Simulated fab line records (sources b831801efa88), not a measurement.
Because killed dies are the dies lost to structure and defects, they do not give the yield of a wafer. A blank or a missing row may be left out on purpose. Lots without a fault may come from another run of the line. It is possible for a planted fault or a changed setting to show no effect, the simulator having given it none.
fab line records ; flow gf180mcu ; part 1 of 2: steps 1 to 32 of 33
record: lots: 7; wafers: 21; last-day: 33
route steps=602 shown HV_LDD@232 NSD@235 PSD@248 PASSIVATION@602
lots that met no fault: from a run of the same line without faults
start-h: the number of hours between the record's first day and the start of the first shown wafer of the lot ; wait-h: hours since the lot's step before ; " repeats the value in the row above ; L1.1+2: one row covering several wafers at once ; - either no value or no given start ; * or withheld: withheld ; < > ~ a bound
route shown NAME@n: names a module that has steps shown in the file, with the first one's number in the route ; usual: the fault-free wafers' mean and standard deviation ; same: alike in all rows ; chamber/n: place in a boat ; sites: per-site readings ; _std_site: the standard deviation of these ; _edge_site: mean of outer sites minus mean of inner sites ; radius-mm: for every site, how far away it sits from the centre of the wafer ; mask NAME#n: copy n ; behind: the tool/chamber that last shaped the wafer ; hold: cause of the lot's hold/its duration in hours/its outcome ; device: the transistor (n, p or np) that didn't switch ; end of line: the same wafers' tests at the end of the route ; for a step that has no rows: nothing shown but its recipe ; killed: dies that structure and defects cost at the first sort, which is not the same as the wafer's yield ; map: a wafer's dies, x killed, . not, _ none there
set.NAME: the setting that was run; set.NAME@STEP: the one run at that earlier step ; model.NAME: the simulator's own value behind a step, which no gauge read
lots seen at some steps along the route; tables by step, rows by wafer
services: a tool's chamber out of use, with start hour (start-h, from the record's first day; less than 0 if before it), hours out, and reason
== steps ==
step: GF_HV_LDD_CVD_56
recipe: material: Si3N4; precursor: DCS/NH3; target-thk-nm: 90; temp-c: 770; time-s: 1543; pressure-mtorr: 250
step: GF_HV_LDD_THK_MEAS_57
recipe: reads: Si3N4_of_HV_LDD_CVD_56
usual: HV_LDD_CVD_56_THK: 90.3/0.72
lot.wafer;tool;chamber;start-h;wait-h;HV_LDD_CVD_56_THK[nm]
L417.4;film-metro-02;-;305.31;0.0;88.9
L417.5;film-metro-02;-;305.31;0.0;89.1
L417.6;film-metro-02;-;305.31;0.0;89.9
L419.1;film-metro-01;-;319.98;0.0;91.1
L419.2;film-metro-01;-;319.98;0.0;89.8
L419.6;film-metro-01;-;319.98;0.0;90.6
L420.1;film-metro-04;-;331.93;0.0;90.7
L420.3;film-metro-04;-;331.93;0.0;89.7
L420.4;film-metro-04;-;331.93;0.0;90.3
L421.1;film-metro-02;-;339.60;0.0;90.1
L421.3;film-metro-02;-;339.60;0.0;89.3
L421.6;film-metro-02;-;339.60;0.0;88.6
L424.2;film-metro-04;-;366.08;0.0;89.9
L424.3;film-metro-04;-;366.08;0.0;90.1
L424.6;film-metro-04;-;366.08;0.0;90.6
L429.2;film-metro-04;-;409.78;0.0;89.2
L429.4;film-metro-04;-;409.78;0.0;88.4
L429.6;film-metro-04;-;409.78;0.0;89.1
L433.1;film-metro-04;-;439.67;0.0;90.7
L433.4;film-metro-04;-;439.67;0.0;90.2
L433.5;film-metro-04;-;439.67;0.0;90.0
step: GF_HV_LDD_ETCHBACK_58
recipe: chemistry: CH3F/O2; target: Si3N4; stop-on: SiO2; source-w: 400; bias-w: 80; pressure-mtorr: 25; ch3f-flow-sccm: 40; O2_flow_sccm: 30; time-s: 100; target-depth-a: 900
usual: drypump-motor-current-A: 5.6/0.52; oes-product-au: 0.844/0.0063; throttle-valve-pct: 10.562/0.0084
same: time-s: 100
lot.wafer;tool;chamber;start-h;wait-h;drypump-motor-current-A;oes-product-au;rf-hours-counter-h;throttle-valve-pct
L417.4;rie-diel-04;2;305.38;0.1;4.8;0.837;-;10.587
L417.5;rie-diel-04;3;305.38;0.1;5.7;0.835;-;10.558
L417.6;rie-diel-04;1;305.38;0.1;5.2;0.850;-;10.560
L419.1;rie-diel-01;3;320.04;0.1;6.7;0.850;13;10.541
L419.2;rie-diel-01;2;320.04;0.1;5.3;0.842;4;10.568
L419.6;rie-diel-01;2;320.04;0.1;5.4;0.841;-;10.561
L420.1;rie-diel-04;1;331.99;0.1;5.2;0.842;2;10.556
L420.3;rie-diel-04;3;331.99;0.1;5.7;0.832;4;10.566
L420.4;rie-diel-04;2;331.99;0.1;4.8;0.843;-;10.559
L421.1;rie-diel-02;3;339.66;0.1;5.9;0.841;2;10.571
L421.3;rie-diel-02;2;339.66;0.1;4.8;0.838;10;10.556
L421.6;rie-diel-02;1;339.66;0.1;5.8;0.836;-;10.559
L424.2;rie-diel-02;3;366.13;0.0;5.9;0.855;3;10.555
L424.3;rie-diel-02;1;366.13;0.0;5.8;0.842;101;10.559
L424.6;rie-diel-02;1;366.13;0.0;5.8;0.849;-;10.574
L429.2;rie-diel-04;1;409.83;0.0;5.2;0.843;4;10.542
L429.4;rie-diel-04;0;409.83;0.0;6.1;0.830;83;10.561
L429.6;rie-diel-04;2;409.83;0.0;4.8;0.836;-;10.562
L433.1;rie-diel-04;1;439.73;0.1;5.2;0.844;5;10.566
L433.4;rie-diel-04;3;439.73;0.1;5.7;0.845;6;10.565
L433.5;rie-diel-04;2;439.73;0.1;4.8;0.837;-;10.567
step: GF_NSD_DEHYDRATE_00
recipe: temp-c: 200; time-s: 60
step: GF_NSD_HMDS_01
recipe: prime-time-s: 60; prime-temp-c: 120
step: GF_NSD_COAT_02
recipe: resist: NOVOLAK; spin-rpm: 3000; resist-thk-nm: 1000
step: GF_NSD_SOFTBAKE_03
recipe: temp-c: 90; time-s: 60; resist: NOVOLAK
step: GF_NSD_EXPOSE_04
recipe: mask-id: Nplus; target-cd-nm: 400; na: 0.6; source-shape: conventional; sigma-outer: 0.6; dose-mj: 140
step: GF_NSD_PEB_05
recipe: temp-c: withheld; time-s: *; resist: NOVOLAK
step: GF_NSD_DEVELOP_06
recipe: develop-time-s: 60; dev-temp-c: 23
step: GF_NSD_CD_MEAS_07
recipe: target-cd-nm: 400
usual: cd-nm: 399.6/2.3
lot.wafer;tool;chamber;start-h;wait-h;cd-nm
L417.4;cd-sem-02;-;325.98;0.1;402.8
L417.5;cd-sem-02;-;325.98;0.1;399.4
L417.6;cd-sem-02;-;325.98;0.1;402.9
L419.1;cd-sem-02;-;340.81;0.1;396.4
L419.2;cd-sem-02;-;340.81;0.1;399.2
L419.6;cd-sem-02;-;340.81;0.1;397.3
L420.1;cd-sem-02;-;353.22;0.1;399.5
L420.3;cd-sem-02;-;353.22;0.1;397.5
L420.4;cd-sem-02;-;353.22;0.1;399.9
L421.1;cd-sem-01;-;361.71;0.1;403.9
L421.3;cd-sem-01;-;361.71;0.1;406.3
L421.6;cd-sem-01;-;361.71;0.1;406.4
L424.2;cd-sem-01;-;388.48;0.1;400.9
L424.3;cd-sem-01;-;388.48;0.1;402.8
L424.6;cd-sem-01;-;388.48;0.1;402.3
L429.2;cd-sem-02;-;432.63;0.1;400.4
L429.4;cd-sem-02;-;432.63;0.1;399.0
L429.6;cd-sem-02;-;432.63;0.1;400.1
L433.1;cd-sem-01;-;464.31;0.1;401.7
L433.4;cd-sem-01;-;464.31;0.1;400.8
L433.5;cd-sem-01;-;464.31;0.1;398.4
step: GF_NSD_OVL_MEAS_08
usual: NSD_OVL: 0.1/1.5
lot.wafer;tool;chamber;start-h;wait-h;NSD_OVL[nm]
L417.4;overlay-01;-;326.05;0.1;0.1
L417.5;overlay-01;-;326.05;0.1;-0.2
L417.6;overlay-01;-;326.05;0.1;0.5
L419.1;overlay-02;-;340.93;0.1;-0.9
L419.2;overlay-02;-;340.93;0.1;-0.6
L419.6;overlay-02;-;340.93;0.1;-1.2
L420.1;overlay-02;-;353.34;0.1;-0.5
L420.3;overlay-02;-;353.34;0.1;0.4
L420.4;overlay-02;-;353.34;0.1;1.0
L421.1;overlay-01;-;361.83;0.1;-1.0
L421.3;overlay-01;-;361.83;0.1;1.1
L421.6;overlay-01;-;361.83;0.1;0.4
L424.2;overlay-02;-;388.59;0.1;1.4
L424.3;overlay-02;-;388.59;0.1;-0.9
L424.6;overlay-02;-;388.59;0.1;-1.2
L429.2;overlay-01;-;432.74;0.1;0.7
L429.4;overlay-01;-;432.74;0.1;2.4
L429.6;overlay-01;-;432.74;0.1;1.8
L433.1;overlay-02;-;464.43;0.1;-0.6
L433.4;overlay-02;-;464.43;0.1;-1.1
L433.5;overlay-02;-;464.43;0.1;-1.0
step: GF_NSD_IMPLANT_09
recipe: species: As; energy-kev: 60; dose-cm2: 4e+15; tilt-deg: 7
usual: beam-on-s: 19.0/1.7; dose-ions-cm2: 4e+15/3.9e+12; end-station-pressure-torr: 1.28e-05/1.1e-06
lot.wafer;tool;chamber;start-h;wait-h;beam-on-s;dose-ions-cm2;end-station-pressure-torr
L417.4;implanter-03;0;326.15;0.1;17.9;3.999e+15;1.43e-05
L417.5;implanter-03;0;326.15;0.1;17.6;4.004e+15;1.31e-05
L417.6;implanter-03;0;326.15;0.1;17.5;4.004e+15;1.37e-05
L419.1;implanter-03;0;340.97;0.0;26.1;5.78e+15;1.23e-05
L419.2;implanter-03;0;340.97;0.0;25.6;5.788e+15;1.2e-05
L419.6;implanter-03;0;340.97;0.0;24.9;5.781e+15;1.16e-05
L420.1;implanter-03;0;353.37;0.0;26.3;5.784e+15;1.24e-05
L420.3;implanter-03;0;353.37;0.0;25.5;5.783e+15;1.27e-05
L420.4;implanter-03;0;353.37;0.0;24.8;5.782e+15;1.2e-05
L421.1;implanter-03;0;361.90;0.1;25.5;5.78e+15;1.28e-05
L421.3;implanter-03;0;361.90;0.1;25.8;5.781e+15;1.19e-05
L421.6;implanter-03;0;361.90;0.1;25.6;5.778e+15;1.24e-05
L424.2;implanter-01;0;388.64;0.0;21.0;3.993e+15;1.23e-05
L424.3;implanter-01;0;388.64;0.0;20.3;4.004e+15;1.16e-05
L424.6;implanter-01;0;388.64;0.0;21.6;4e+15;1.11e-05
L429.2;implanter-01;0;432.80;0.0;21.5;4.001e+15;1.15e-05
L429.4;implanter-01;0;432.80;0.0;22.0;3.999e+15;1.18e-05
L429.6;implanter-01;0;432.80;0.0;20.7;4.008e+15;1.26e-05
L433.1;implanter-01;0;464.47;0.0;21.2;4.003e+15;1.2e-05
L433.4;implanter-01;0;464.47;0.0;20.3;4.001e+15;1.16e-05
L433.5;implanter-01;0;464.47;0.0;20.7;3.998e+15;1.18e-05
step: GF_NSD_IMPLANT_10
recipe: species: P; energy-kev: 40; dose-cm2: 5e+14; tilt-deg: 7
step: GF_NSD_STRIP_11
recipe: chemistry: O2/N2; power-w: 1400; pressure-mtorr: 1500; platen-temp-c: 250; o2-flow-sccm: 3000; n2-flow-sccm: 300; overash-fraction: 0.5
usual: drypump-motor-current-A: 5.8/0.47; heater-power-w: 297/25; oes-product-au: 0.487/0.0045; strip-time-to-endpoint-s: 22.99/0.04
lot.wafer;tool;chamber;start-h;wait-h;drypump-motor-current-A;heater-power-w;oes-product-au;rf-hours-counter-h;strip-time-to-endpoint-s
L417.4;plasma-asher-01;0;326.41;0.1;5.4;289;0.486;-;23.00
L417.5;plasma-asher-01;1;326.41;0.1;6.4;271;0.480;-;23.03
L417.6;plasma-asher-01;0;326.41;0.1;5.4;287;0.486;-;23.02
L419.1;plasma-asher-01;0;341.27;0.1;5.4;282;0.478;57;23.87
L419.2;plasma-asher-01;1;341.27;0.1;6.4;281;0.473;57;23.89
L419.6;plasma-asher-01;1;341.27;0.1;6.4;275;0.484;-;23.89
L420.1;plasma-asher-02;0;353.67;0.1;5.7;316;0.474;24;23.79
L420.3;plasma-asher-02;0;353.67;0.1;5.7;317;0.468;-;23.81
L420.4;plasma-asher-02;1;353.67;0.1;5.6;304;0.472;-;23.81
L421.1;plasma-asher-01;1;362.20;0.1;6.4;277;0.478;59;23.82
L421.3;plasma-asher-01;1;362.20;0.1;6.5;278;0.484;-;23.77
L421.6;plasma-asher-01;0;362.20;0.1;5.4;282;0.472;-;23.81
L424.2;plasma-asher-02;1;388.92;0.1;5.6;316;0.495;28;23.06
L424.3;plasma-asher-02;1;388.92;0.1;5.6;311;0.481;-;23.11
L424.6;plasma-asher-02;1;388.92;0.1;5.5;315;0.492;-;23.05
L429.2;plasma-asher-02;0;433.07;0.1;5.7;315;0.488;33;22.95
L429.4;plasma-asher-02;0;433.07;0.1;5.7;308;0.480;-;22.96
L429.6;plasma-asher-02;1;433.07;0.1;5.6;306;0.494;-;22.98
L433.1;plasma-asher-01;1;464.77;0.1;6.4;283;0.489;70;22.96
L433.4;plasma-asher-01;0;464.77;0.1;5.4;281;0.486;-;22.95
L433.5;plasma-asher-01;1;464.77;0.1;6.4;275;0.482;-;22.96
step: GF_NSD_TW_MEAS_12
usual: NSD_TW: 4259/30
lot.wafer;tool;chamber;start-h;wait-h;NSD_TW
L417.4;film-metro-04;-;326.50;0.1;4241
L417.5;film-metro-04;-;326.50;0.1;4241
L417.6;film-metro-04;-;326.50;0.1;4228
L419.1;film-metro-03;-;341.37;0.1;4331
L419.2;film-metro-03;-;341.37;0.1;4316
L419.6;film-metro-03;-;341.37;0.1;4335
L420.1;film-metro-03;-;353.77;0.1;4311
L420.3;film-metro-03;-;353.77;0.1;4343
L420.4;film-metro-03;-;353.77;0.1;4331
L421.1;film-metro-03;-;362.30;0.1;4294
L421.3;film-metro-03;-;362.30;0.1;4308
L421.6;film-metro-03;-;362.30;0.1;4279
L424.2;film-metro-04;-;389.03;0.1;4286
L424.3;film-metro-04;-;389.03;0.1;4263
L424.6;film-metro-04;-;389.03;0.1;4280
L429.2;film-metro-02;-;433.18;0.1;4236
L429.4;film-metro-02;-;433.18;0.1;4252
L429.6;film-metro-02;-;433.18;0.1;4241
L433.1;film-metro-02;-;464.87;0.1;4243
L433.4;film-metro-02;-;464.87;0.1;4236
L433.5;film-metro-02;-;464.87;0.1;4239
step: GF_PSD_DEHYDRATE_00
recipe: temp-c: 200; time-s: 60
step: GF_PSD_HMDS_01
recipe: prime-time-s: 60; prime-temp-c: 120
step: GF_PSD_COAT_02
recipe: resist: NOVOLAK; spin-rpm: 3000; resist-thk-nm: 1000
step: GF_PSD_SOFTBAKE_03
recipe: temp-c: 90; time-s: 60; resist: NOVOLAK
step: GF_PSD_EXPOSE_04
recipe: mask-id: Pplus; target-cd-nm: 400; na: 0.6; source-shape: conventional; sigma-outer: 0.6; dose-mj: 140
step: GF_PSD_PEB_05
recipe: temp-c: withheld; time-s: *; resist: NOVOLAK
step: GF_PSD_DEVELOP_06
recipe: develop-time-s: 60; dev-temp-c: 23
step: GF_PSD_CD_MEAS_07
recipe: target-cd-nm: 400
usual: cd-nm: 399.3/2.3
lot.wafer;tool;chamber;start-h;wait-h;cd-nm
L417.4;cd-sem-02;-;347.81;0.1;400.6
L417.5;cd-sem-02;-;347.81;0.1;401.2
L417.6;cd-sem-02;-;347.81;0.1;401.6
L419.1;cd-sem-01;-;362.95;0.1;396.1
L419.2;cd-sem-01;-;362.95;0.1;396.2
L419.6;cd-sem-01;-;362.95;0.1;397.0
L420.1;cd-sem-01;-;375.61;0.1;399.9
L420.3;cd-sem-01;-;375.61;0.1;399.8
L420.4;cd-sem-01;-;375.61;0.1;398.5
L421.1;cd-sem-01;-;384.42;0.1;401.0
L421.3;cd-sem-01;-;384.42;0.1;400.7
L421.6;cd-sem-01;-;384.42;0.1;399.8
L424.2;cd-sem-01;-;411.52;0.1;397.9
L424.3;cd-sem-01;-;411.52;0.1;399.0
L424.6;cd-sem-01;-;411.52;0.1;398.1
L429.2;cd-sem-02;-;456.98;0.1;400.7
L429.4;cd-sem-02;-;456.98;0.1;399.4
L429.6;cd-sem-02;-;456.98;0.1;401.8
L433.1;cd-sem-02;-;489.01;0.1;394.6
L433.4;cd-sem-02;-;489.01;0.1;394.4
L433.5;cd-sem-02;-;489.01;0.1;396.9
step: GF_PSD_OVL_MEAS_08
usual: PSD_OVL: -1.4/1.2
lot.wafer;tool;chamber;start-h;wait-h;PSD_OVL[nm]
L417.4;overlay-01;-;347.89;0.1;-4.3
L417.5;overlay-01;-;347.89;0.1;-0.6
L417.6;overlay-01;-;347.89;0.1;-2.5
L419.1;overlay-02;-;363.07;0.1;-3.0
L419.2;overlay-02;-;363.07;0.1;-2.0
L419.6;overlay-02;-;363.07;0.1;-1.6
L420.1;overlay-01;-;375.73;0.1;-2.3
L420.3;overlay-01;-;375.73;0.1;-1.7
L420.4;overlay-01;-;375.73;0.1;0.1
L421.1;overlay-01;-;384.54;0.1;-1.0
L421.3;overlay-01;-;384.54;0.1;1.1
L421.6;overlay-01;-;384.54;0.1;-0.2
L424.2;overlay-02;-;411.63;0.1;-2.8
L424.3;overlay-02;-;411.63;0.1;-2.2
L424.6;overlay-02;-;411.63;0.1;-1.9
L429.2;overlay-02;-;457.09;0.1;-2.0
L429.4;overlay-02;-;457.09;0.1;-1.7
L429.6;overlay-02;-;457.09;0.1;-1.5
L433.1;overlay-01;-;489.13;0.1;-3.5
L433.4;overlay-01;-;489.13;0.1;-2.3
L433.5;overlay-01;-;489.13;0.1;-2.7
step: GF_PSD_IMPLANT_09
recipe: species: BF2; energy-kev: 40; dose-cm2: 1.5e+15; tilt-deg: 7
step: GF_PSD_STRIP_10
recipe: chemistry: O2/N2; power-w: 1400; pressure-mtorr: 1500; platen-temp-c: 250; o2-flow-sccm: 3000; n2-flow-sccm: 300; overash-fraction: 0.5
usual: drypump-motor-current-A: 5.8/0.57; heater-power-w: 337/19; oes-product-au: 0.592/0.0045; strip-time-to-endpoint-s: 16.55/0.041
lot.wafer;tool;chamber;start-h;wait-h;drypump-motor-current-A;heater-power-w;oes-product-au;rf-hours-counter-h;strip-time-to-endpoint-s
L417.4;plasma-asher-04;1;348.09;0.1;6.3;343;0.592;-;16.55
L417.5;plasma-asher-04;0;348.09;0.1;5.3;359;0.594;-;16.57
L417.6;plasma-asher-04;1;348.09;0.1;6.3;341;0.585;-;16.53
L419.1;plasma-asher-04;0;363.26;0.1;5.3;360;0.596;68;16.61
L419.2;plasma-asher-04;1;363.26;0.1;6.3;360;0.594;68;16.57
L419.6;plasma-asher-04;1;363.26;0.1;6.3;342;0.590;-;16.57
L420.1;plasma-asher-04;0;375.92;0.1;5.3;369;0.593;70;16.55
L420.3;plasma-asher-04;0;375.92;0.1;5.3;359;0.588;-;16.58
L420.4;plasma-asher-04;1;375.92;0.1;6.3;337;0.593;-;16.57
L421.1;plasma-asher-02;1;384.72;0.1;5.6;303;0.591;27;16.51
L421.3;plasma-asher-02;0;384.72;0.1;5.7;314;0.590;-;16.54
L421.6;plasma-asher-02;0;384.72;0.1;5.7;320;0.594;-;16.52
L424.2;plasma-asher-04;1;411.81;0.1;6.3;346;0.598;73;16.60
L424.3;plasma-asher-04;0;411.81;0.1;5.3;367;0.592;-;16.59
L424.6;plasma-asher-04;1;411.81;0.1;6.4;332;0.589;-;16.60
L429.2;plasma-asher-03;0;457.27;0.1;6.6;359;0.593;3;16.52
L429.4;plasma-asher-03;1;457.27;0.1;5.2;317;0.588;-;16.50
L429.6;plasma-asher-03;0;457.27;0.1;6.7;350;0.591;-;16.48
L433.1;plasma-asher-04;0;489.32;0.1;5.3;360;0.590;81;16.54
L433.4;plasma-asher-04;0;489.32;0.1;5.3;359;0.597;-;16.57
L433.5;plasma-asher-04;1;489.32;0.1;6.4;335;0.585;-;16.59
step: GF_PSD_TW_MEAS_11
usual: PSD_TW: 3185/19
lot.wafer;tool;chamber;start-h;wait-h;PSD_TW
L417.4;film-metro-03;-;348.19;0.1;3215
L417.5;film-metro-03;-;348.19;0.1;3208
L417.6;film-metro-03;-;348.19;0.1;3194
L419.1;film-metro-02;-;363.36;0.1;3172
L419.2;film-metro-02;-;363.36;0.1;3157
L419.6;film-metro-02;-;363.36;0.1;3159
L420.1;film-metro-02;-;376.03;0.1;3151
L420.3;film-metro-02;-;376.03;0.1;3159
L420.4;film-metro-02;-;376.03;0.1;3150
L421.1;film-metro-02;-;384.82;0.1;3171
L421.3;film-metro-02;-;384.82;0.1;3156
L421.6;film-metro-02;-;384.82;0.1;3158
L424.2;film-metro-03;-;411.92;0.1;3201
L424.3;film-metro-03;-;411.92;0.1;3209
L424.6;film-metro-03;-;411.92;0.1;3200
L429.2;film-metro-02;-;457.38;0.1;3185
L429.4;film-metro-02;-;457.38;0.1;3163
L429.6;film-metro-02;-;457.38;0.1;3166
L433.1;film-metro-03;-;489.42;0.1;3197
L433.4;film-metro-03;-;489.42;0.1;3203
L433.5;film-metro-03;-;489.42;0.1;3196
step: GF_PSD_CLEAN_12
recipe: chemistry: SC1/SC2; mix: 1:4:20; temp-c: 70; time-s: 150; dry: n2-spin
step: GF_PSD_RTA_13
recipe: temp-c: 1025; time-s: 20; ambient: N2
usual: lamp-power-pct: 29.6/2.4; wafer_temp_C_max: 1029.2/1
same: time-s: 20
lot.wafer;tool;chamber;start-h;wait-h;lamp-power-pct;wafer_temp_C_max
L417.4;rtp-anneal-02;0;348.31;0.0;32.1;1029.1
L417.5;rtp-anneal-02;0;348.31;0.0;32.0;1030.4
L417.6;rtp-anneal-02;0;348.31;0.0;32.1;1029.0
L419.1;rtp-anneal-01;0;363.47;0.0;27.2;1028.8
L419.2;rtp-anneal-01;0;363.47;0.0;27.2;1029.6
L419.6;rtp-anneal-01;0;363.47;0.0;27.3;1030.2
L420.1;rtp-anneal-02;0;376.14;0.0;32.1;1028.4
L420.3;rtp-anneal-02;0;376.14;0.0;32.0;1028.0
L420.4;rtp-anneal-02;0;376.14;0.0;32.0;1028.1
L421.1;rtp-anneal-02;0;384.93;0.0;32.1;1029.7
L421.3;rtp-anneal-02;0;384.93;0.0;32.0;1027.7
L421.6;rtp-anneal-02;0;384.93;0.0;32.1;1028.8
L424.2;rtp-anneal-02;0;412.03;0.0;32.1;1028.7
L424.3;rtp-anneal-02;0;412.03;0.0;32.1;1027.1
L424.6;rtp-anneal-02;0;412.03;0.0;32.1;1027.7
L429.2;rtp-anneal-01;0;457.49;0.0;27.2;1029.1
L429.4;rtp-anneal-01;0;457.49;0.0;27.2;1030.9
L429.6;rtp-anneal-01;0;457.49;0.0;27.3;1030.5
L433.1;rtp-anneal-02;0;489.53;0.0;32.1;1027.2
L433.4;rtp-anneal-02;0;489.53;0.0;32.1;1028.8
L433.5;rtp-anneal-02;0;489.53;0.0;32.1;1029.2
step: GF_PSD_RS_MEAS_14
recipe: thk-meas-gauge: four-point-probe
usual: NSD_RS: 46.14/0.083
lot.wafer;tool;chamber;start-h;wait-h;NSD_RS[ohm/sq]
L417.4;film-metro-04;-;348.41;0.1;46.21
L417.5;film-metro-04;-;348.41;0.1;46.11
L417.6;film-metro-04;-;348.41;0.1;46.11
L419.1;film-metro-02;-;363.55;0.1;44.69
L419.2;film-metro-02;-;363.55;0.1;44.62
L419.6;film-metro-02;-;363.55;0.1;44.73
L420.1;film-metro-03;-;376.22;0.1;44.86
L420.3;film-metro-03;-;376.22;0.1;44.74
L420.4;film-metro-03;-;376.22;0.1;44.79
L421.1;film-metro-03;-;385.01;0.1;44.71
L421.3;film-metro-03;-;385.01;0.1;44.65
L421.6;film-metro-03;-;385.01;0.1;44.71
L424.2;film-metro-02;-;412.12;0.1;46.06
L424.3;film-metro-02;-;412.12;0.1;46.05
L424.6;film-metro-02;-;412.12;0.1;46.07
L429.2;film-metro-03;-;457.58;0.1;46.21
L429.4;film-metro-03;-;457.58;0.1;46.15
L429.6;film-metro-03;-;457.58;0.1;46.26
L433.1;film-metro-03;-;489.61;0.1;46.08
L433.4;film-metro-03;-;489.61;0.1;45.98
L433.5;film-metro-03;-;489.61;0.1;45.97
step: GF_PSD_RS_MEAS_15
recipe: thk-meas-gauge: four-point-probe
usual: PSD_RS: 108.6/0.3
lot.wafer;tool;chamber;start-h;wait-h;PSD_RS[ohm/sq]
L417.4;film-metro-04;-;348.53;0.1;109.3
L417.5;film-metro-04;-;348.53;0.1;108.7
L417.6;film-metro-04;-;348.53;0.1;108.6
L419.1;film-metro-02;-;363.67;0.1;108.8
L419.2;film-metro-02;-;363.67;0.1;108.4
L419.6;film-metro-02;-;363.67;0.1;108.4
L420.1;film-metro-03;-;376.34;0.1;109.2
L420.3;film-metro-03;-;376.34;0.1;108.9
L420.4;film-metro-03;-;376.34;0.1;108.9
L421.1;film-metro-03;-;385.13;0.1;108.9
L421.3;film-metro-03;-;385.13;0.1;108.5
L421.6;film-metro-03;-;385.13;0.1;108.9
L424.2;film-metro-02;-;412.24;0.1;108.1
L424.3;film-metro-02;-;412.24;0.1;108.0
L424.6;film-metro-02;-;412.24;0.1;108.3
L429.2;film-metro-03;-;457.70;0.1;108.8
L429.4;film-metro-03;-;457.70;0.1;109.2
L429.6;film-metro-03;-;457.70;0.1;109.4
L433.1;film-metro-03;-;489.73;0.1;107.9
L433.4;film-metro-03;-;489.73;0.1;108.0
L433.5;film-metro-03;-;489.73;0.1;108.0
== key ==
first-sign: step: GF_NSD_IMPLANT_09; reading: dose-ions-cm2; direction: up; sigmas: 99+; usual: 4e+15; struck: 5.782e+15
effect: step: GF_NSD_IMPLANT_09; reading: beam-on-s; direction: up; sigmas: 3.9; usual: 19.0; struck: 25.6
effect: step: GF_NSD_STRIP_11; reading: strip-time-to-endpoint-s; direction: up; sigmas: 21; usual: *; struck: *
effect: step: GF_NSD_TW_MEAS_12; reading: NSD_TW; direction: up; sigmas: 1.9; usual: 4259; struck: 4317
effect: step: GF_PSD_RS_MEAS_14; reading: NSD_RS; direction: down; sigmas: 17; usual: 46.14; struck: 44.72
model-effect: step: GF_PASSIVATION_PROBE_99; value: etest.npoly-u.line-ohm-um; without: 374.7; struck: 291.1
met-at GF_NSD_IMPLANT_09
struck-wafers L419.1,L419.2,L419.6,L420.1,L420.3,L420.4,L421.1,L421.3,L421.6
tester-left-out L419,L420,L421
onset-between 326.15 340.97
fault: kind: process-parameter-drift; tool: implanter-03; chamber: -; onset-h: 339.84; steps: GF_NSD_IMPLANT_09; channel: dose-cm2; offset: 1.7805e+15; shape: step; end-h: 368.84; acts-in: these-recipes-only; stated: 4e+15
tester-left-out: of these lots the tester's yield and bins aren't shown, on N5 and GAA mostly nor the transistor test; their killed dies are dies lost to structure and defects alone, not to doping, threshold or leakage, so they don't give the yield
